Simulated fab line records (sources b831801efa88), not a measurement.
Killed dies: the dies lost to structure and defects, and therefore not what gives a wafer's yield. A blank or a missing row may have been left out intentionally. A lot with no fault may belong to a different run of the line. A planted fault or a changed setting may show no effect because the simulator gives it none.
fab line records -- flow sky130
record lots=12, wafers=36, last-day=50
route steps=708 shown CONTACT@406 METAL1@438 PAD_OPEN@708
lots untouched by any fault: they come from a run of this same line in which no faults occurred
start-h: start of the lot's first displayed wafer, in hours after the record's first day -- wait-h: time in hours since the lot's previous step -- " unchanged from the row above -- L1.1+2: a single row standing in for several wafers -- - no value, or no start was given -- * or withheld: withheld -- < > ~ a bound
route shown NAME@n: NAME is a module with steps in the file, n the number in the route of the first one -- usual: mean/standard deviation of fault-free wafers -- same: alike in all rows -- chamber/n: place in a boat -- sites: the reading at each site -- _std_site: standard deviation of those values -- _edge_site: outer sites' mean less inner sites' -- radius-mm: how far each site lies from the wafer's centre -- mask NAME#n: copy n -- behind: the tool/chamber that last shaped the wafer -- hold: why the lot was held/for how many hours/how that ended -- device: which transistor (n, p or np) failed to switch -- end of line: tests of these same wafers at the route's end -- for a step that has no rows: nothing shown but its recipe -- killed: not the wafer's yield, but the dies lost to structure and defects at the first sort -- map: a wafer's dies, marking killed ones x, the rest . and places with no die _
set.NAME: the setting as run; set.NAME@STEP: as run at that earlier step -- model.NAME: the simulator's own value behind a step, which no gauge read
the route's steps for a sample of lots (tables are steps, rows are wafers)
services: a tool's chamber out of use, with start hour (start-h, from the record's first day; less than 0 if before it), hours out, and reason
## steps
# step SKY_CONTACT_CVD_00
# recipe material=Si3N4, target-thk-nm=75, temp-c=400, time-s=withheld, rf-w=450
# usual heater-power-w=753/120
lot.wafer,tool,chamber,start-h,wait-h,heater-power-w
L127.1,pecvd-01,1,695.77,0.0,1049
L127.2,pecvd-01,0,695.77,0.0,705
L127.3,pecvd-01,2,695.77,0.0,809
L132.2,pecvd-02,0,751.94,0.0,692
L132.3,pecvd-02,2,751.94,0.0,653
L132.4,pecvd-02,0,751.94,0.0,686
L133.1,pecvd-01,0,757.15,0.0,751
L133.2,pecvd-01,1,757.15,0.0,930
L133.4,pecvd-01,1,757.15,0.0,918
L135.1,pecvd-01,1,764.16,0.0,857
L135.5,pecvd-01,0,764.16,0.0,698
L135.6,pecvd-01,2,764.16,0.0,801
L136.1,pecvd-02,1,773.11,0.0,776
L136.4,pecvd-02,1,773.11,0.0,769
L136.5,pecvd-02,0,773.11,0.0,771
L137.1,pecvd-02,0,786.08,0.0,733
L137.4,pecvd-02,2,786.08,0.0,707
L137.6,pecvd-02,1,786.08,0.0,748
L138.1,pecvd-04,1,798.78,0.0,675
L138.4,pecvd-04,0,798.78,0.0,983
L138.5,pecvd-04,1,798.78,0.0,677
L139.4,pecvd-02,1,811.95,0.0,661
L139.5,pecvd-02,0,811.95,0.0,702
L139.6,pecvd-02,2,811.95,0.0,689
L140.1,pecvd-04,1,814.91,0.0,645
L140.2,pecvd-04,2,814.91,0.0,708
L140.3,pecvd-04,0,814.91,0.0,1033
L148.2,pecvd-01,1,865.01,0.0,899
L148.5,pecvd-01,1,865.01,0.0,887
L148.6,pecvd-01,0,865.01,0.0,654
L147.3,pecvd-04,2,867.72,0.0,697
L147.5,pecvd-04,0,867.72,0.0,938
L147.6,pecvd-04,1,867.72,0.0,647
L149.1,pecvd-04,1,872.17,0.0,709
L149.2,pecvd-04,0,872.17,0.0,941
L149.5,pecvd-04,2,872.17,0.0,625
# step SKY_CONTACT_SPUTTER_23
# recipe material=TiN, target-thk-nm=20, chamber-pressure-pa=5, power-w=4000, time-s=80
# usual throttle-valve-pct=30.1/0.98
lot.wafer,tool,chamber,start-h,wait-h,throttle-valve-pct
L127.1,pvd-sputter-01,-,725.65,0.0,30.0
L127.2,pvd-sputter-01,-,725.65,0.0,30.2
L127.3,pvd-sputter-01,-,725.65,0.0,30.2
L132.2,pvd-sputter-04,-,780.41,0.0,32.1
L132.3,pvd-sputter-04,-,780.41,0.0,30.3
L132.4,pvd-sputter-04,-,780.41,0.0,31.4
L133.1,pvd-sputter-01,-,785.51,0.0,29.7
L133.2,pvd-sputter-01,-,785.51,0.0,30.1
L133.4,pvd-sputter-01,-,785.51,0.0,30.3
L135.1,pvd-sputter-01,-,792.31,0.0,29.8
L135.5,pvd-sputter-01,-,792.31,0.0,30.9
L135.6,pvd-sputter-01,-,792.31,0.0,30.3
L136.1,pvd-sputter-04,-,800.64,0.0,32.5
L136.4,pvd-sputter-04,-,800.64,0.0,31.5
L136.5,pvd-sputter-04,-,800.64,0.0,28.6
L137.1,pvd-sputter-04,-,813.91,0.0,30.5
L137.4,pvd-sputter-04,-,813.91,0.0,32.3
L137.6,pvd-sputter-04,-,813.91,0.0,30.2
L138.1,pvd-sputter-01,-,826.74,0.0,30.3
L138.4,pvd-sputter-01,-,826.74,0.0,30.0
L138.5,pvd-sputter-01,-,826.74,0.0,30.2
L139.4,pvd-sputter-04,-,839.12,0.0,32.5
L139.5,pvd-sputter-04,-,839.12,0.0,28.5
L139.6,pvd-sputter-04,-,839.12,0.0,32.1
L140.1,pvd-sputter-01,-,842.37,0.0,30.3
L140.2,pvd-sputter-01,-,842.37,0.0,29.8
L140.3,pvd-sputter-01,-,842.37,0.0,31.1
L148.2,pvd-sputter-03,-,893.21,0.0,30.6
L148.5,pvd-sputter-03,-,893.21,0.0,30.6
L148.6,pvd-sputter-03,-,893.21,0.0,29.4
L147.3,pvd-sputter-04,-,895.24,0.0,32.5
L147.5,pvd-sputter-04,-,895.24,0.0,32.3
L147.6,pvd-sputter-04,-,895.24,0.0,30.1
L149.1,pvd-sputter-03,-,900.04,0.0,28.9
L149.2,pvd-sputter-03,-,900.04,0.0,29.7
L149.5,pvd-sputter-03,-,900.04,0.0,29.5
# step SKY_METAL1_SPUTTER_04
# recipe material=TiN, target-thk-nm=70, power-w=6500, time-s=58.3, chamber-pressure-pa=0.4
# usual throttle-valve-pct=30.1/1.1
lot.wafer,tool,chamber,start-h,wait-h,throttle-valve-pct
L127.1,pvd-sputter-02,-,726.39,0.0,29.2
L127.2,pvd-sputter-02,-,726.39,0.0,31.2
L127.3,pvd-sputter-02,-,726.39,0.0,29.4
L132.2,pvd-sputter-01,-,781.15,0.0,30.0
L132.3,pvd-sputter-01,-,781.15,0.0,30.1
L132.4,pvd-sputter-01,-,781.15,0.0,29.8
L133.1,pvd-sputter-02,-,786.36,0.0,29.6
L133.2,pvd-sputter-02,-,786.36,0.0,31.7
L133.4,pvd-sputter-02,-,786.36,0.0,29.3
L135.1,pvd-sputter-02,-,793.06,0.0,31.6
L135.5,pvd-sputter-02,-,793.06,0.0,31.5
L135.6,pvd-sputter-02,-,793.06,0.0,29.3
L136.1,pvd-sputter-04,-,801.39,0.0,32.3
L136.4,pvd-sputter-04,-,801.39,0.0,30.4
L136.5,pvd-sputter-04,-,801.39,0.0,31.2
L137.1,pvd-sputter-04,-,814.76,0.0,31.0
L137.4,pvd-sputter-04,-,814.76,0.0,28.5
L137.6,pvd-sputter-04,-,814.76,0.0,32.3
L138.1,pvd-sputter-02,-,827.49,0.0,29.8
L138.4,pvd-sputter-02,-,827.49,0.0,28.2
L138.5,pvd-sputter-02,-,827.49,0.0,29.6
L139.4,pvd-sputter-02,-,839.86,0.0,29.6
L139.5,pvd-sputter-02,-,839.86,0.0,29.4
L139.6,pvd-sputter-02,-,839.86,0.0,29.4
L140.1,pvd-sputter-02,-,843.11,0.0,28.8
L140.2,pvd-sputter-02,-,843.11,0.0,29.6
L140.3,pvd-sputter-02,-,843.11,0.0,31.1
L148.2,pvd-sputter-01,-,893.95,0.0,31.1
L148.5,pvd-sputter-01,-,893.95,0.0,30.3
L148.6,pvd-sputter-01,-,893.95,0.0,30.0
L147.3,pvd-sputter-01,-,895.99,0.0,30.0
L147.5,pvd-sputter-01,-,895.99,0.0,31.0
L147.6,pvd-sputter-01,-,895.99,0.0,29.9
L149.1,pvd-sputter-01,-,900.78,0.0,30.3
L149.2,pvd-sputter-01,-,900.78,0.0,31.1
L149.5,pvd-sputter-01,-,900.78,0.0,30.3
# step SKY_METAL1_THK_MEAS_06
# recipe thk-meas-gauge=xrf, reads=AlCu_of_METAL1_SPUTTER_02
# usual METAL1_ALCU_THK=250.3/2.1
lot.wafer,tool,chamber,start-h,wait-h,METAL1_ALCU_THK[nm]
L127.1,film-metro-02,-,726.56,0.1,252.4
L127.2,film-metro-02,-,726.56,0.1,250.0
L127.3,film-metro-02,-,726.56,0.1,253.8
L132.2,film-metro-02,-,781.33,0.1,248.7
L132.3,film-metro-02,-,781.33,0.1,247.6
L132.4,film-metro-02,-,781.33,0.1,248.0
L133.1,film-metro-02,-,786.53,0.1,250.6
L133.2,film-metro-02,-,786.53,0.1,251.4
L133.4,film-metro-02,-,786.53,0.1,250.3
L135.1,film-metro-01,-,793.23,0.1,251.9
L135.5,film-metro-01,-,793.23,0.1,251.0
L135.6,film-metro-01,-,793.23,0.1,248.4
L136.1,film-metro-01,-,801.55,0.1,251.2
L136.4,film-metro-01,-,801.55,0.1,251.6
L136.5,film-metro-01,-,801.55,0.1,251.6
L137.1,film-metro-02,-,814.93,0.1,250.0
L137.4,film-metro-02,-,814.93,0.1,249.6
L137.6,film-metro-02,-,814.93,0.1,252.2
L138.1,film-metro-03,-,827.65,0.1,252.5
L138.4,film-metro-03,-,827.65,0.1,253.3
L138.5,film-metro-03,-,827.65,0.1,250.5
L139.4,film-metro-01,-,840.06,0.1,239.6
L139.5,film-metro-01,-,840.06,0.1,253.1
L139.6,film-metro-01,-,840.06,0.1,241.0
L140.1,film-metro-02,-,843.28,0.1,253.9
L140.2,film-metro-02,-,843.28,0.1,242.3
L140.3,film-metro-02,-,843.28,0.1,249.7
L148.2,film-metro-01,-,894.13,0.1,249.7
L148.5,film-metro-01,-,894.13,0.1,250.9
L148.6,film-metro-01,-,894.13,0.1,250.0
L147.3,film-metro-01,-,896.17,0.1,249.4
L147.5,film-metro-01,-,896.17,0.1,251.6
L147.6,film-metro-01,-,896.17,0.1,251.8
L149.1,film-metro-03,-,900.95,0.1,249.4
L149.2,film-metro-03,-,900.95,0.1,249.1
L149.5,film-metro-03,-,900.95,0.1,250.9
# step SKY_METAL1_DESCUM_17
# recipe chemistry=O2, source-power-w=150, bias-power-w=0, pressure-mtorr=10, temp-c=40, time-s=8
# usual drypump-motor-current-A=5.8/0.54, oes-product-au=0.998/0.0074
lot.wafer,tool,chamber,start-h,wait-h,drypump-motor-current-A,oes-product-au,rf-hours-counter-h
L127.1,rie-metal-04,1,754.21,0.0,5.3,1.000,4
L127.2,rie-metal-04,0,754.21,0.0,4.9,0.999,10
L127.3,rie-metal-04,1,754.21,0.0,5.3,0.992,-
L132.2,rie-metal-03,0,808.31,0.0,6.1,1.006,4
L132.3,rie-metal-03,0,808.31,0.0,6.1,1.005,-
L132.4,rie-metal-03,1,808.31,0.0,6.2,1.000,-
L133.1,rie-metal-03,0,812.83,0.0,6.2,1.014,4
L133.2,rie-metal-03,1,812.83,0.0,6.2,1.000,12
L133.4,rie-metal-03,1,812.83,0.0,6.1,0.992,-
L135.1,rie-metal-04,0,819.71,0.0,4.9,1.008,12
L135.5,rie-metal-04,0,819.71,0.0,4.9,0.995,-
L135.6,rie-metal-04,1,819.71,0.0,5.4,0.993,-
L136.1,rie-metal-04,1,828.03,0.0,5.3,0.997,7
L136.4,rie-metal-04,0,828.03,0.0,4.9,0.997,-
L136.5,rie-metal-04,0,828.03,0.0,4.9,1.017,-
L137.1,rie-metal-03,0,841.08,0.0,6.1,1.016,5
L137.4,rie-metal-03,0,841.08,0.0,6.1,1.001,-
L137.6,rie-metal-03,0,841.08,0.0,6.1,1.002,-
L138.1,rie-metal-01,0,853.78,0.0,6.4,0.998,10
L138.4,rie-metal-01,0,853.78,0.0,6.4,0.996,-
L138.5,rie-metal-01,1,853.78,0.0,6.3,0.998,-
L139.4,rie-metal-01,1,866.19,0.0,6.2,1.002,-
L139.5,rie-metal-01,0,866.19,0.0,6.4,0.997,-
L139.6,rie-metal-01,1,866.19,0.0,6.2,0.990,-
L140.1,rie-metal-01,0,869.26,0.0,6.4,0.998,11
L140.2,rie-metal-01,1,869.26,0.0,6.3,0.995,7
L140.3,rie-metal-01,0,869.26,0.0,6.4,0.997,-
L148.2,rie-metal-01,0,919.08,0.0,6.4,0.985,13
L148.5,rie-metal-01,1,919.08,0.0,6.2,0.985,-
L148.6,rie-metal-01,0,919.08,0.0,6.3,0.978,-
L147.3,rie-metal-01,0,920.17,0.0,6.4,0.983,-
L147.5,rie-metal-01,1,920.17,0.0,6.3,1.002,-
L147.6,rie-metal-01,0,920.17,0.0,6.4,0.986,-
L149.1,rie-metal-01,1,925.76,0.0,6.2,0.997,9
L149.2,rie-metal-01,0,925.76,0.0,6.4,0.980,13
L149.5,rie-metal-01,0,925.76,0.0,6.4,0.993,-
# step SKY_PAD_OPEN_PROBE_99
# usual defect-limited-yield=82.7/2.1, killed_at_M0_to_M3=43/7.2, killed_at_M4_up=3.3/1.8, killed-at-contacts=23/5.5, killed-at-front-end=16/5.1, killed-at-other=0.4/0.65, killed-dies=85/10, killed-open=46/7.1, killed-short=38/7.2, sort_bin_3_pad_short=0.9/0.41, sort_bin_5_function=10.2/1.5, sort_bin_6_memory=6.2/1.1, sort-n-pass=407/10, sort-yield-pct=82.7/2.1
# same gross-dies=492, killed-at-back-side=0, sort_bin_4_leakage[%]=0, sort_bin_8_speed[%]=0
lot.wafer,tool,chamber,start-h,wait-h,defect-limited-yield[%],killed_at_M0_to_M3,killed_at_M4_up,killed-at-contacts,killed-at-front-end,killed-at-other,killed-dies,killed-open,killed-short,sort_bin_3_pad_short[%],sort_bin_5_function[%],sort_bin_6_memory[%],sort-n-pass,sort-yield-pct[%]
L127.1,prober-02,-,1068.58,0.1,82.1,41,1,27,19,0,88,48,40,1.2,9.3,7.3,404,82.1
L127.2,prober-02,-,1068.63,0.1,87.2,28,3,23,9,0,63,35,28,0.8,7.3,4.7,429,87.2
L127.3,prober-02,-,1068.68,0.2,83.7,39,2,19,20,0,80,43,37,0.4,9.8,6.1,412,83.7
L132.2,prober-01,-,1109.77,0.1,87.0,33,4,17,10,0,64,28,36,1.0,7.1,4.9,428,87.0
L132.3,prober-01,-,1109.82,0.2,83.1,50,3,16,13,1,83,46,36,0.8,10.0,6.1,409,83.1
L132.4,prober-01,-,1109.87,0.2,79.3,51,4,26,21,0,102,48,54,1.4,12.0,7.3,390,79.3
L133.1,prober-01,-,1111.57,0.1,83.3,41,1,20,20,0,82,43,38,1.0,9.1,6.5,410,83.3
L133.2,prober-01,-,1111.62,0.1,79.7,56,2,23,19,0,100,52,48,1.0,12.6,6.7,392,79.7
L133.4,prober-01,-,1111.72,0.2,79.5,43,2,25,31,0,101,66,34,0.8,13.0,6.7,391,79.5
L135.1,prober-01,-,1118.33,0.1,80.3,48,3,22,22,2,97,52,45,1.2,12.6,5.9,395,80.3
L135.5,prober-01,-,1118.53,0.2,84.6,41,4,17,14,0,76,45,30,0.8,8.3,6.3,416,84.6
L135.6,prober-01,-,1118.58,0.2,83.7,48,3,19,10,0,80,39,41,0.8,11.0,4.5,412,83.7
L136.1,prober-02,-,1122.98,0.1,80.5,41,3,26,24,2,96,49,46,1.0,12.2,6.3,396,80.5
L136.4,prober-02,-,1123.13,0.2,82.3,31,7,22,26,1,87,50,34,0.8,9.3,7.5,405,82.3
L136.5,prober-02,-,1123.18,0.2,81.9,43,2,22,22,0,89,42,44,0.8,11.0,6.3,403,81.9
L137.1,prober-01,-,1135.59,0.1,86.6,38,3,21,4,0,66,40,26,0.6,7.7,5.1,426,86.6
L137.4,prober-01,-,1135.74,0.2,84.6,36,2,30,8,0,76,44,31,0.8,8.7,5.9,416,84.6
L137.6,prober-01,-,1135.84,0.2,83.5,42,4,22,12,1,81,45,36,0.6,10.0,5.9,411,83.5
L138.1,prober-02,-,1142.81,0.1,83.7,44,2,20,13,1,80,43,37,1.2,7.1,7.9,412,83.7
L138.4,prober-02,-,1142.96,0.2,82.9,44,5,20,14,1,84,37,47,1.4,9.6,6.1,408,82.9
L138.5,prober-02,-,1143.01,0.2,86.0,35,1,16,16,1,69,43,26,1.0,7.7,5.3,423,86.0
L139.4,prober-01,-,1150.52,0.2,83.9,42,3,20,13,1,79,31,48,1.6,8.3,6.1,413,83.9
L139.5,prober-01,-,1150.57,0.2,80.7,42,3,24,25,1,95,51,43,1.2,12.0,6.1,397,80.7
L139.6,prober-01,-,1150.62,0.2,81.5,48,1,27,15,0,91,47,43,0.6,10.2,7.7,401,81.5
L140.1,prober-02,-,1153.73,0.1,83.3,39,5,25,11,2,82,38,41,1.0,9.8,5.9,410,83.3
L140.2,prober-02,-,1153.78,0.1,83.3,41,4,23,12,2,82,50,30,1.6,10.2,4.9,410,83.3
L140.3,prober-02,-,1153.83,0.2,81.7,35,6,33,15,1,90,40,49,1.4,11.4,5.5,402,81.7
L148.2,prober-01,-,1187.50,0.1,85.4,34,3,21,14,0,72,38,34,0.6,9.3,4.7,420,85.4
L148.5,prober-01,-,1187.65,0.2,83.5,39,5,22,15,0,81,52,29,0.6,10.6,5.3,411,83.5
L148.6,prober-01,-,1187.70,0.2,83.3,49,2,17,14,0,82,39,41,1.2,9.6,5.9,410,83.3
L147.3,prober-02,-,1189.45,0.2,81.1,34,4,33,22,0,93,53,39,0.8,10.4,7.7,399,81.1
L147.5,prober-02,-,1189.55,0.2,77.6,62,4,25,19,0,110,64,44,1.6,12.4,8.3,382,77.6
L147.6,prober-02,-,1189.60,0.2,79.3,49,3,34,16,0,102,70,32,1.2,11.8,7.7,390,79.3
L149.1,prober-01,-,1191.76,0.1,80.7,51,2,29,13,0,95,59,36,1.2,12.2,5.9,397,80.7
L149.2,prober-01,-,1191.81,0.1,82.7,36,3,22,23,1,85,51,33,1.0,10.4,5.9,407,82.7
L149.5,prober-01,-,1191.96,0.2,79.7,54,4,26,16,0,100,45,55,1.0,11.2,8.1,392,79.7
# killed by level:class
L127.1 CONTACT:geometric-particle:open=15 METAL2:geometric-particle:short=8 LI_CONTACT:geometric-particle:open=7 FIELD_ISO:geometric-particle:short=5 POLY_GATE:geometric-particle:short=5 VIA1:geometric-particle:open=5 VIA2:geometric-particle:open=5 VIA3:geometric-particle:open=5
L127.2 CONTACT:geometric-particle:open=9 VIA3:geometric-particle:open=8 CONTACT:geometric-particle:short=5 LI_CONTACT:geometric-particle:short=4 VIA1:geometric-particle:open=4 POLY_GATE:geometric-particle:open=3 LOCAL_INTERCONNECT:geometric-particle:short=3 METAL1:geometric-particle:short=3
L127.3 VIA1:geometric-particle:open=11 FIELD_ISO:geometric-particle:open=8 CONTACT:geometric-particle:short=8 VIA2:geometric-particle:open=8 FIELD_ISO:geometric-particle:short=6 VIA3:geometric-particle:open=6 LI_CONTACT:geometric-particle:open=4 VIA2:geometric-particle:short=4
L132.2 CONTACT:geometric-particle:open=7 VIA3:geometric-particle:short=7 VIA1:geometric-particle:short=6 LI_CONTACT:geometric-particle:open=6 METAL1:geometric-particle:short=6 SPACER:geometric-particle:short=4 VIA3:geometric-particle:open=4 METAL4:geometric-particle:short=4
L132.3 VIA1:geometric-particle:open=11 METAL1:geometric-particle:short=9 VIA2:geometric-particle:open=7 CONTACT:geometric-particle:open=6 POLY_GATE:geometric-particle:open=5 VIA3:geometric-particle:open=5 LI_CONTACT:geometric-particle:open=4 VIA3:geometric-particle:short=4
L132.4 METAL2:geometric-particle:short=11 CONTACT:geometric-particle:open=9 POLY_GATE:geometric-particle:short=8 VIA1:geometric-particle:open=8 LI_CONTACT:geometric-particle:open=7 VIA3:geometric-particle:open=7 FIELD_ISO:geometric-particle:short=5 METAL1:geometric-particle:short=5
L133.1 VIA1:geometric-particle:open=10 CONTACT:geometric-particle:open=7 VIA1:geometric-particle:short=7 FIELD_ISO:geometric-particle:open=5 POLY_GATE:geometric-particle:short=5 LI_CONTACT:geometric-particle:open=5 LOCAL_INTERCONNECT:geometric-particle:short=5 VIA3:geometric-particle:open=5
L133.2 VIA1:geometric-particle:open=10 METAL2:geometric-particle:short=10 CONTACT:geometric-particle:open=9 VIA3:geometric-particle:open=9 VIA2:geometric-particle:short=8 LOCAL_INTERCONNECT:geometric-particle:short=6 VIA2:geometric-particle:open=6 LI_CONTACT:geometric-particle:open=5
L133.4 VIA1:geometric-particle:open=11 VIA2:geometric-particle:open=10 CONTACT:geometric-particle:open=10 FIELD_ISO:geometric-particle:open=9 VIA3:geometric-particle:open=9 FIELD_ISO:geometric-particle:short=7 LI_CONTACT:geometric-particle:open=6 POLY_GATE:geometric-particle:open=6
L135.1 CONTACT:geometric-particle:open=10 VIA1:geometric-particle:open=9 VIA2:geometric-particle:open=9 FIELD_ISO:geometric-particle:open=6 FIELD_ISO:geometric-particle:short=6 LI_CONTACT:geometric-particle:open=5 METAL2:geometric-particle:short=5 VIA3:geometric-particle:short=5
L135.5 VIA1:geometric-particle:open=7 CONTACT:geometric-particle:open=6 VIA2:geometric-particle:open=6 VIA1:geometric-particle:short=5 LI_CONTACT:geometric-particle:open=5 METAL2:geometric-particle:short=5 VIA3:geometric-particle:open=5 METAL2:geometric-particle:open=4
L135.6 VIA1:geometric-particle:open=11 METAL2:geometric-particle:short=10 CONTACT:geometric-particle:open=9 METAL1:geometric-particle:short=7 VIA3:geometric-particle:open=5 POLY_GATE:geometric-particle:open=4 LOCAL_INTERCONNECT:geometric-particle:short=3 CONTACT:geometric-particle:short=3
L136.1 LI_CONTACT:geometric-particle:open=11 VIA1:geometric-particle:open=10 METAL1:geometric-particle:short=7 VIA3:geometric-particle:open=6 CONTACT:geometric-particle:open=6 POLY_GATE:geometric-particle:open=5 LOCAL_INTERCONNECT:geometric-particle:short=5 POLY_GATE:geometric-particle:short=4
L136.4 CONTACT:geometric-particle:open=11 FIELD_ISO:geometric-particle:short=9 VIA3:geometric-particle:open=9 LI_CONTACT:geometric-particle:open=7 VIA1:geometric-particle:open=6 FIELD_ISO:geometric-particle:open=5 METAL2:geometric-particle:short=5 VIA2:geometric-particle:short=4
L136.5 LI_CONTACT:geometric-particle:open=8 VIA1:geometric-particle:open=8 METAL2:geometric-particle:short=7 VIA2:geometric-particle:open=7 FIELD_ISO:geometric-particle:short=6 POLY_GATE:geometric-particle:short=5 LOCAL_INTERCONNECT:geometric-particle:short=5 FIELD_ISO:geometric-particle:open=4
L137.1 VIA1:geometric-particle:open=13 LI_CONTACT:geometric-particle:open=9 METAL1:geometric-particle:short=7 CONTACT:geometric-particle:open=6 METAL2:geometric-particle:short=4 VIA3:geometric-particle:open=4 CONTACT:geometric-particle:short=3 VIA1:geometric-particle:short=3
L137.4 CONTACT:geometric-particle:open=14 VIA1:geometric-particle:open=11 LI_CONTACT:geometric-particle:open=7 METAL2:geometric-particle:short=5 LI_CONTACT:geometric-particle:short=4 VIA1:geometric-particle:short=4 VIA2:geometric-particle:short=4 VIA3:geometric-particle:open=4
L137.6 CONTACT:geometric-particle:open=11 VIA1:geometric-particle:open=10 VIA3:geometric-particle:open=8 VIA1:geometric-particle:short=6 METAL1:geometric-particle:short=5 METAL3:geometric-particle:short=5 FIELD_ISO:geometric-particle:open=4 POLY_GATE:geometric-particle:open=4
L138.1 VIA1:geometric-particle:open=11 VIA3:geometric-particle:open=8 LI_CONTACT:geometric-particle:open=6 METAL2:geometric-particle:short=6 CONTACT:geometric-particle:open=5 VIA2:geometric-particle:short=5 LOCAL_INTERCONNECT:geometric-particle:short=4 FIELD_ISO:geometric-particle:short=3
L138.4 VIA1:geometric-particle:open=10 METAL2:geometric-particle:short=10 CONTACT:geometric-particle:short=7 FIELD_ISO:geometric-particle:open=5 CONTACT:geometric-particle:open=5 LOCAL_INTERCONNECT:geometric-particle:short=4 VIA1:geometric-particle:short=4 VIA2:geometric-particle:open=4
L138.5 VIA1:geometric-particle:open=11 POLY_GATE:geometric-particle:open=6 VIA2:geometric-particle:open=5 LI_CONTACT:geometric-particle:short=4 LI_CONTACT:geometric-particle:open=4 VIA3:geometric-particle:open=4 LOCAL_INTERCONNECT:geometric-particle:short=3 CONTACT:geometric-particle:open=3
L139.4 METAL2:geometric-particle:short=10 LOCAL_INTERCONNECT:geometric-particle:short=7 VIA1:geometric-particle:open=7 LI_CONTACT:geometric-particle:open=5 CONTACT:geometric-particle:open=5 VIA2:geometric-particle:short=5 METAL1:geometric-particle:short=4 VIA2:geometric-particle:open=4
L139.5 CONTACT:geometric-particle:open=11 VIA1:geometric-particle:open=10 FIELD_ISO:geometric-particle:short=9 VIA3:geometric-particle:open=6 METAL1:geometric-particle:short=6 POLY_GATE:geometric-particle:open=5 LOCAL_INTERCONNECT:geometric-particle:short=5 VIA3:geometric-particle:short=5
L139.6 LI_CONTACT:geometric-particle:open=8 VIA2:geometric-particle:open=8 FIELD_ISO:geometric-particle:open=7 CONTACT:geometric-particle:short=7 METAL1:geometric-particle:short=7 VIA1:geometric-particle:open=6 FIELD_ISO:geometric-particle:short=5 CONTACT:geometric-particle:open=5
L140.1 VIA1:geometric-particle:open=11 METAL1:geometric-particle:short=8 CONTACT:geometric-particle:short=7 CONTACT:geometric-particle:open=7 VIA3:geometric-particle:open=7 LI_CONTACT:geometric-particle:open=5 LOCAL_INTERCONNECT:geometric-particle:short=4 VIA2:geometric-particle:open=4
L140.2 VIA1:geometric-particle:open=11 VIA2:geometric-particle:open=9 CONTACT:geometric-particle:open=8 CONTACT:geometric-particle:short=7 LI_CONTACT:geometric-particle:open=5 METAL1:geometric-particle:short=5 METAL2:geometric-particle:short=5 FIELD_ISO:geometric-particle:open=4
L140.3 VIA2:geometric-particle:open=10 CONTACT:geometric-particle:open=9 CONTACT:geometric-particle:short=8 LI_CONTACT:geometric-particle:open=7 LOCAL_INTERCONNECT:geometric-particle:short=6 METAL4:geometric-particle:short=5 POLY_GATE:geometric-particle:short=4 VIA1:geometric-particle:open=4
L148.2 VIA1:geometric-particle:open=10 POLY_GATE:geometric-particle:short=7 LI_CONTACT:geometric-particle:open=7 CONTACT:geometric-particle:open=6 VIA1:geometric-particle:short=5 LOCAL_INTERCONNECT:geometric-particle:short=4 CONTACT:geometric-particle:short=4 VIA2:geometric-particle:short=4
L148.5 VIA1:geometric-particle:open=14 METAL2:geometric-particle:short=7 POLY_GATE:geometric-particle:open=6 CONTACT:geometric-particle:open=6 VIA3:geometric-particle:open=6 LI_CONTACT:geometric-particle:open=5 CONTACT:geometric-particle:short=4 FIELD_ISO:geometric-particle:open=3
L148.6 VIA1:geometric-particle:open=13 METAL1:geometric-particle:short=8 VIA1:geometric-particle:short=6 VIA3:geometric-particle:open=6 VIA2:geometric-particle:open=5 CONTACT:geometric-particle:open=5 FIELD_ISO:geometric-particle:short=4 LI_CONTACT:geometric-particle:open=4
L147.3 LI_CONTACT:geometric-particle:open=10 CONTACT:geometric-particle:open=10 FIELD_ISO:geometric-particle:open=8 VIA2:geometric-particle:open=8 LOCAL_INTERCONNECT:geometric-particle:short=6 CONTACT:geometric-particle:short=6 POLY_GATE:geometric-particle:open=5 METAL1:geometric-particle:short=5
L147.5 VIA1:geometric-particle:open=18 VIA3:geometric-particle:open=11 LI_CONTACT:geometric-particle:open=9 CONTACT:geometric-particle:open=9 POLY_GATE:geometric-particle:short=7 METAL2:geometric-particle:short=6 METAL1:geometric-particle:short=5 LOCAL_INTERCONNECT:geometric-particle:short=4
L147.6 VIA1:geometric-particle:open=15 CONTACT:geometric-particle:open=14 LI_CONTACT:geometric-particle:open=12 FIELD_ISO:geometric-particle:open=8 METAL1:geometric-particle:short=8 VIA3:geometric-particle:open=5 VIA2:geometric-particle:open=5 LI_CONTACT:geometric-particle:short=4
L149.1 VIA1:geometric-particle:open=16 CONTACT:geometric-particle:open=11 LI_CONTACT:geometric-particle:open=9 VIA3:geometric-particle:open=7 VIA2:geometric-particle:open=5 METAL2:geometric-particle:short=5 FIELD_ISO:geometric-particle:open=4 POLY_GATE:geometric-particle:open=4
L149.2 VIA1:geometric-particle:open=10 VIA2:geometric-particle:open=9 POLY_GATE:geometric-particle:open=8 CONTACT:geometric-particle:open=7 LI_CONTACT:geometric-particle:open=6 FIELD_ISO:geometric-particle:short=5 VIA3:geometric-particle:open=5 POLY_GATE:geometric-particle:short=4
L149.5 METAL1:geometric-particle:short=13 VIA1:geometric-particle:open=12 CONTACT:geometric-particle:open=7 LOCAL_INTERCONNECT:geometric-particle:short=6 METAL2:geometric-particle:short=6 LI_CONTACT:geometric-particle:short=5 VIA3:geometric-particle:open=5 POLY_GATE:geometric-particle:short=4
## services
tool,chamber,start-h,hours,kind
pecvd-02,-,677.94,1.4,repair
rie-metal-04,-,678.73,0.6,repair
pvd-sputter-01,-,680.30,3.0,repair
pecvd-01,-,719.33,1.5,repair
pvd-sputter-02,-,728.96,2.8,repair
pecvd-04,-,763.09,3.3,repair
pecvd-01,-,770.54,0.3,repair
rie-metal-03,1,778.97,1.2,repair
pecvd-04,2,797.78,6.3,repair
pvd-sputter-02,-,802.27,2.4,repair
pecvd-01,-,809.69,5.5,repair
pecvd-02,-,812.84,1.4,repair
rie-metal-04,-,832.26,0.5,repair
pvd-sputter-01,-,844.08,1.8,repair
pvd-sputter-03,-,845.99,1.8,repair
pecvd-02,2,846.95,6.8,repair
pvd-sputter-04,-,849.94,0.6,repair
pecvd-04,1,852.51,2.1,repair
pvd-sputter-03,-,860.65,6.5,repair
pecvd-02,-,862.66,1.4,repair
rie-metal-03,0,871.79,5.1,repair
pvd-sputter-02,-,874.80,1.0,repair
pecvd-01,-,901.85,2.8,pm
rie-metal-03,-,913.56,28.1,pm
## key
first-sign step=SKY_METAL1_THK_MEAS_06, reading=METAL1_ALCU_THK, direction=down, sigmas=4.5, usual=250.3, struck=240.9
effect none on later readings
met-at SKY_METAL1_SPUTTER_04
struck-lots L139,L140
struck-wafers L139.4,L139.6,L140.2
not-acting-at SKY_CONTACT_CVD_00,SKY_CONTACT_SPUTTER_23,SKY_METAL1_DESCUM_17
onset-between 827.49 839.86
fault kind=process-parameter-drift, tool=pvd-sputter-02, chamber=-, onset-h=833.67, steps=SKY_METAL1_SPUTTER_04, channel=target-thk-nm, offset=21.181, shape=step, end-h=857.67, acts-in=these-recipes-only, stated=70, scope=struck-wafers-only
